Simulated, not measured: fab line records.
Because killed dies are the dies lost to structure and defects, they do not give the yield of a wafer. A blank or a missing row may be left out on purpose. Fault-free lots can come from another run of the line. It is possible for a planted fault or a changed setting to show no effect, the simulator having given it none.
Comparing a struck lot with a sound one ; flow sfq-line ; 42 steps out of a route of 325
Sound: the wafers L527.2, L527.3, L527.4. Struck: wafer L538.4 (L538.3, L538.6, from the same lot, were not struck and are left out); the cause is given at the end.
At each step with rows: each side's tool, then ch and its chambers, then its first start. Under that, the readings that differ: sound wafers ; struck wafers ; difference of the means ; sigmas: that difference in standard deviations of wafers without a fault.
alike: readings whose means differ by less than 2 such deviations, and words and numbers that are the same on both sides. not compared: withheld readings, readings that some wafer has no value for, bounds like >300 that may hide the same value, and numbers for which the record gives no deviation and whose values overlap.
Wherever a step has rows on one side only, a row that says differs or no value, or a row with sigmas, the two part there. Numbers that don't overlap but have no deviation are shown without sigmas and don't part them. A reading that every wafer of one side lacks parts them only if that side has two wafers or more.

first, 6 steps without rows for these wafers: SFQ_TRILAYER_I0_VIA_LITHO_COAT_036 (resist thk 62 nm); SFQ_TRILAYER_I0_VIA_LITHO_COAT_031 (resist thk 650 nm); SFQ_TRILAYER_I0_VIA_LITHO_SOFTBAKE_035; SFQ_TRILAYER_I0_VIA_LITHO_EXPOSE_032 (exposes mask I0, target cd 500 nm); SFQ_TRILAYER_I0_VIA_LITHO_PEB_034 (peb time 60 s); SFQ_TRILAYER_I0_VIA_LITHO_DEVELOP_033 (time 60 s).
SFQ_I0_OVL_MEAS_908:
  sound on overlay-02 at day 18 01:47; struck on overlay-02 at day 22 01:19
  alike: I0_OVL
SFQ_TRILAYER_I0_VIA_BARC_OPEN_VIA_ETCH_046: etches BARC in O2, target depth 125 nm, time 41.7 s.
  sound on rie-diel-04 ch 1,2,3, day 18 01:49; struck on rie-diel-01 ch 3, day 22 01:20
  alike: drypump-motor-current-A, oes-product-au
  not compared: rf-hours-counter-h
then, 4 steps without rows for these wafers: SFQ_TRILAYER_I0_VIA_ETCH_VIA_ETCH_034 (etches SiO2 in CHF3, stops on Nb, target depth 260 nm); SFQ_TRILAYER_I0_VIA_STRIP_STRIP_035 (strips in O2); SFQ_TRILAYER_I0_VIA_STRIP_SOLV_CLEAN_036 (cleans in NMP, time 600 s); SFQ_TRILAYER_M1_DEP_PRE_CLEAN_038 (time 22.5 s).
SFQ_TRILAYER_M1_DEP_SPUTTER_037: material Nb, target thk 200 nm, time 133.3 s.
  sound on pvd-sputter-06 at day 18 02:47; struck on pvd-sputter-06 at day 22 02:19
reading;sound;struck;difference;sigmas
model.Nb_of_TRILAYER_M1_DEP_SPUTTER_037.thk-nm (nm);199.1 198.5 202.3;246.6;+46.6;
  alike: throttle-valve-pct
SFQ_M1_RS_MEAS_909: the measuring method here is four-point-probe.
  sound on film-metro-02 at day 18 02:53; struck on film-metro-02 at day 22 02:27
reading;sound;struck;difference;sigmas
M1_NB_RS (ohm/sq);0.896 0.896 0.880;0.720;-0.171;-14
then, 6 steps without rows for these wafers: SFQ_TRILAYER_M1_LITHO_COAT_044 (resist thk 62 nm); SFQ_TRILAYER_M1_LITHO_COAT_039 (resist thk 600 nm); SFQ_TRILAYER_M1_LITHO_SOFTBAKE_043; SFQ_TRILAYER_M1_LITHO_EXPOSE_040 (exposes mask M1, target cd 500 nm); SFQ_TRILAYER_M1_LITHO_PEB_042 (peb time 60 s); SFQ_TRILAYER_M1_LITHO_DEVELOP_041 (time 60 s).
-- the record jumps here: 7 days lie between the struck wafers' starts before and after --
SFQ_M1_OVL_MEAS_911:
  sound on overlay-01 at day 24 12:37; struck on overlay-01 at day 28 20:29
reading;sound;struck;difference;sigmas
M1_OVL (nm);14 10 12;-2;-14;-2
SFQ_TRILAYER_M1_BARC_OPEN_METAL_ETCH_054: etches BARC in O2, target depth 125 nm, time 41.7 s.
  sound on rie-metal-02 ch 0, day 24 12:40; struck on rie-metal-03 ch 0, day 28 20:32
reading;sound;struck;difference;sigmas
drypump-motor-current-A (A);5.1 5.1 5.1;6.0;+0.9;+2
  alike: oes-product-au
  not compared: rf-hours-counter-h
SFQ_TRILAYER_M1_ETCH_METAL_ETCH_042: etches Nb in Cl2/Ar, stops on SiO2, target depth 240 nm, time 120 s.
  sound on rie-metal-02 ch 0, day 24 12:48; struck on rie-metal-03 ch 0, day 28 20:37
reading;sound;struck;difference;sigmas
drypump-motor-current-A (A);5.1 5.1 5.0;6.0;+0.9;+2
oes-product-au (a.u.);0.893 0.893 0.894;1.010;+0.117;+15
  not compared: rf-hours-counter-h
then, 2 steps without rows for these wafers: SFQ_TRILAYER_M1_STRIP_STRIP_043 (strips in O2); SFQ_TRILAYER_M1_STRIP_SOLV_CLEAN_044 (cleans in NMP, time 600 s).
SFQ_TRILAYER_I1_DEP_PECVD_045: deposits SiO2 from SiH4/N2O, time 111.11 s, target thk 500 nm.
  sound on pecvd-01 ch 0,1, day 24 14:23; struck on pecvd-02 ch 1, day 28 21:28
  alike: heater-power-w, throttle-valve-pct
then, 1 step without rows for these wafers: SFQ_TRILAYER_I1_CMP_CMP_046 (polishes SiO2).
SFQ_I1_BOW_MEAS_912:
  sound on film-metro-01 at day 24 17:29; struck on film-metro-02 at day 29 00:35
reading;sound;struck;difference;sigmas
I1_BOW (um);-3 3 0;-17;-17;-2
then, 7 steps without rows for these wafers: SFQ_TRILAYER_I1_METRO_MEASURE_047; SFQ_TRILAYER_I1_VIA_LITHO_COAT_054 (resist thk 62 nm); SFQ_TRILAYER_I1_VIA_LITHO_COAT_049 (resist thk 650 nm); SFQ_TRILAYER_I1_VIA_LITHO_SOFTBAKE_053; SFQ_TRILAYER_I1_VIA_LITHO_EXPOSE_050 (exposes mask I1, target cd 500 nm); SFQ_TRILAYER_I1_VIA_LITHO_PEB_052 (peb time 60 s); SFQ_TRILAYER_I1_VIA_LITHO_DEVELOP_051 (time 60 s).
-- the record jumps here: 5 days lie between the struck wafers' starts before and after --
SFQ_I1_OVL_MEAS_913:
  sound on overlay-02 at day 31 11:47; struck on overlay-02 at day 34 05:53
reading;sound;struck;difference;sigmas
I1_OVL (nm);8 5 6;-9;-15;-3
SFQ_TRILAYER_I1_VIA_BARC_OPEN_VIA_ETCH_071: etches BARC in O2, target depth 125 nm, time 41.7 s.
  sound on rie-diel-01 ch 0,1,3, day 31 11:49; struck on rie-diel-03 ch 0, day 34 05:55
  alike: drypump-motor-current-A, oes-product-au
  not compared: rf-hours-counter-h
SFQ_TRILAYER_I1_VIA_ETCH_VIA_ETCH_052: etches SiO2 in CHF3, stops on Nb, target depth 260 nm.
  sound on rie-diel-01 ch 0,1,3, day 31 11:51; struck on rie-diel-03 ch 0, day 34 05:57
  alike: drypump-motor-current-A, oes-product-au
then, 3 steps without rows for these wafers: SFQ_TRILAYER_I1_VIA_STRIP_STRIP_053 (strips in O2); SFQ_TRILAYER_I1_VIA_STRIP_SOLV_CLEAN_054 (cleans in NMP, time 600 s); SFQ_TRILAYER_M2_DEP_PRE_CLEAN_056 (time 22.5 s).
-- the record jumps here: 49 days lie between the struck wafers' starts before and after --
SFQ_M8_BOW_MEAS_951:
  sound on film-metro-04 at day 77 20:49; struck on film-metro-01 at day 83 08:47
reading;sound;struck;difference;sigmas
model.etest.m1.ohm-sq;0.8934 0.8959 0.8791;0.7211;-0.1684;
  alike: M8_BOW

== WHERE THEY PART ==
Last at SFQ_I1_OVL_MEAS_913 as far as this record goes, first at SFQ_M1_RS_MEAS_909. Later steps at which nothing parts them and some readings are alike: SFQ_TRILAYER_I1_VIA_BARC_OPEN_VIA_ETCH_071, SFQ_TRILAYER_I1_VIA_ETCH_VIA_ETCH_052, SFQ_M8_BOW_MEAS_951.

WHY: whatever the simulator had introduced
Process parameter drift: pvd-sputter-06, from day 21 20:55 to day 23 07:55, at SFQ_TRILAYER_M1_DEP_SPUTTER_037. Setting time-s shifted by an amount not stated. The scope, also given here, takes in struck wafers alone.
